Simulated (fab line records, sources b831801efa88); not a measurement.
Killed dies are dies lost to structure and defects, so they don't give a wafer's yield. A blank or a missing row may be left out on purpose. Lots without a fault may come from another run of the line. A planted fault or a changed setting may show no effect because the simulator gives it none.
Which tool did it? | flow sky130 | 6 lots, 18 wafers sampled, at 2 steps of a route of 708

WHAT THE GAUGES READ, wafer by wafer
SKY_VT_ADJUST_LVTN_TW_MEAS_10.
lot  | measured     | on            | VT_ADJUST_LVTN_TW
L137 | day 7 01:57  | film_metro-01 | 240.7 242.5 240.9
L143 | day 8 19:45  | film_metro-01 | 239.7 241.5 240.4
L145 | day 9 19:37  | film_metro-01 | 239.5 240.6 238.9
L149 | day 10 10:41 | film_metro-02 | 242.8 242.7 242.2
L155 | day 12 08:31 | film_metro-02 | 198.8 197.1 198.3
L158 | day 13 00:47 | film_metro-04 | 243.4 244.7 243.3

WHICH TOOL RAN EACH LOT (tool, then ch and the chambers of the sampled wafers, then the start)
lot  | SKY_VT_ADJUST_LVTN_IMPLANT_08
L137 | implanter-03 ch 0, day 7 01:42
L143 | implanter-04 ch 0, day 8 19:32
L145 | implanter-03 ch 0, day 9 19:22
L149 | implanter-03 ch 0, day 10 10:26
L155 | implanter-04 ch 0, day 12 08:16
L158 | implanter-03 ch 0, day 13 00:33
- SKY_VT_ADJUST_LVTN_IMPLANT_08

THE ANSWER, worked out from the rows above alone
Rule: what is usual is taken from the lots themselves. Put in order of their means at a reading, lots are off if they are a third of the lots or fewer, leave a main group of 4 or more, and stand apart from it by a gap of 3 or more times the standard deviation of the main group's means; of several such gaps the widest counts. A main group whose means are all the same, to the digits that the tables above print for the reading, isn't used. A lot without any number at a reading at which 4 lots or more have one is off too. The other lots that the step has rows for count as sound.
Off: L155, at SKY_VT_ADJUST_LVTN_TW_MEAS_10 (VT_ADJUST_LVTN_TW). The main group: mean 241.6, standard deviation 1.5.
A tool fits if, at a process step before that reading, it ran every lot that is off, and no sound lot after the first of them. The gauges at SKY_VT_ADJUST_LVTN_TW_MEAS_10 are tried like those tools. Can't be told from this: 2 tools fit, implanter-04 at SKY_VT_ADJUST_LVTN_IMPLANT_08, film_metro-02 at SKY_VT_ADJUST_LVTN_TW_MEAS_10.

WHAT THE SIMULATOR HAD PUT IN
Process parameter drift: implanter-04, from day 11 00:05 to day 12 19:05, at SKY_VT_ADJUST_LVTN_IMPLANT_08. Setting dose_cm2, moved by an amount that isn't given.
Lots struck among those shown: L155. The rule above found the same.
